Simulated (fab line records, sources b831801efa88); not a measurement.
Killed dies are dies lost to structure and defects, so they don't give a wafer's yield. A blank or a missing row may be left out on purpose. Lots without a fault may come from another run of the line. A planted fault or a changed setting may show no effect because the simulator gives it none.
A struck lot beside a sound one | flow gf180mcu | 19 steps out of a route of 602
Sound: wafers L282.2, L282.3, L282.4. Struck: wafers L285.3, L285.4, L285.6. The cause comes at the end.
At each step with rows: each side's tool, then ch and its chambers, then its first start. Under that, the readings that differ: sound wafers | struck wafers | difference of the means | sigmas: that difference in standard deviations of wafers without a fault.
alike: readings whose means differ by less than 2 such deviations, and words and numbers that are the same on both sides. not compared: withheld readings, readings that some wafer has no value for, bounds like >300 that may hide the same value, and numbers for which the record gives no deviation and whose values overlap.
The two part at a step that has a row with sigmas, a row that says differs or no value, or rows on one side only. Numbers that don't overlap but have no deviation are shown without sigmas and don't part them. A reading that every wafer of one side lacks parts them only if that side has two wafers or more.

first, 4 steps without rows for these wafers: GF_CONTACT_STRIP_18 (strips in O2/N2); GF_CONTACT_CLEAN_19 (cleans in SPM); GF_CONTACT_CLEAN_20 (cleans in DIW); GF_CONTACT_CLEAN_21 (cleans in dHF, time 20 s).
GF_CONTACT_SPUTTER_22: material Ti, target thk 15 nm, time 80.02 s.
  sound on pvd_sputter-03, day 19 19:47; struck on pvd_sputter-02, day 21 10:43
  alike: cathode_dc_power_W, chamber_pressure_pa, throttle_valve_pct
GF_CONTACT_SPUTTER_23: material TiN, target thk 10 nm, time 40 s.
  sound on pvd_sputter-03, day 19 19:50; struck on pvd_sputter-02, day 21 10:46
  alike: cathode_dc_power_W, chamber_pressure_pa, throttle_valve_pct
GF_CONTACT_CVD_24: deposits W, target thk 300 nm, time 90.339 s.
  sound on cvd_w-01 ch 0,1, day 19 19:53; struck on cvd_w-01 ch 0,1, day 21 10:50
  alike: chamber_pressure_Torr, heater_power_w
GF_CONTACT_RS_MEAS_25: measures by four-point-probe.
  sound on film_metro-03, day 19 20:00; struck on film_metro-04, day 21 10:57
  alike: CONTACT_W_RS
GF_CONTACT_THK_MEAS_26: measures by xrf.
  sound on film_metro-03, day 19 20:07; struck on film_metro-04, day 21 11:03
  alike: CONTACT_W_THK
then, 3 steps without rows for these wafers: GF_CONTACT_CMP_27 (polishes, stops on SiO2, t overpolish 15 s, target thk 0 nm); GF_M1_SPUTTER_00 (material Ti, target thk 37.5 nm, time 150 s); GF_M1_SPUTTER_01 (material TiN, target thk 30 nm, time 25 s).
GF_M1_SPUTTER_02: material AlCu, target thk 450 nm, time 23.9 s.
  sound on pvd_sputter-01, day 19 20:35; struck on pvd_sputter-01, day 21 11:31
  no value came back on the struck wafers for cathode_dc_power_W (W), chamber_pressure_pa (Pa), throttle_valve_pct (%), time_s (s); on the sound wafers cathode_dc_power_W (W) reads 10604 10601 10599
GF_M1_SPUTTER_03: material Ti, target thk 10 nm, time 6.7 s.
  sound on pvd_sputter-01, day 19 20:37; struck on pvd_sputter-01, day 21 11:33
  alike: cathode_dc_power_W, chamber_pressure_pa, throttle_valve_pct
GF_M1_SPUTTER_04: material TiN, target thk 50 nm, time 41.7 s.
  sound on pvd_sputter-01, day 19 20:38; struck on pvd_sputter-01, day 21 11:34
  alike: cathode_dc_power_W, chamber_pressure_pa, throttle_valve_pct
GF_M1_RS_MEAS_05: measures by four-point-probe.
  sound on film_metro-01, day 19 20:42; struck on film_metro-02, day 21 11:39
  reading             | sound                | struck               | difference | sigmas
  M1_ALCU_RS (ohm/sq) | 0.0705 0.0692 0.0713 | 7.0622 7.0864 7.0863 | +7.0080    | +99 or more
GF_M1_THK_MEAS_06: measures by xrf.
  sound on film_metro-01, day 19 20:49; struck on film_metro-02, day 21 11:45
  reading          | sound       | struck   | difference | sigmas
  M1_ALCU_THK (nm) | 448 454 443 | <0 <0 <0 | differs    |
then, 1 step without rows for these wafers: GF_M1_DEHYDRATE_07 (time 60 s).
-- the record jumps here: 12 days lie between the struck wafers' starts before and after (it left off in module M1 and takes up again in module PASSIVATION, whose first step shown is number 602 of the route) --
GF_PASSIVATION_PROBE_99:
  the record has rows for the struck wafers here (prober-01, day 33 01:08) and none for the sound ones

WHERE THEY PART
First at GF_M1_SPUTTER_02; last, within this record, at GF_PASSIVATION_PROBE_99.

WHY: what the simulator had put in
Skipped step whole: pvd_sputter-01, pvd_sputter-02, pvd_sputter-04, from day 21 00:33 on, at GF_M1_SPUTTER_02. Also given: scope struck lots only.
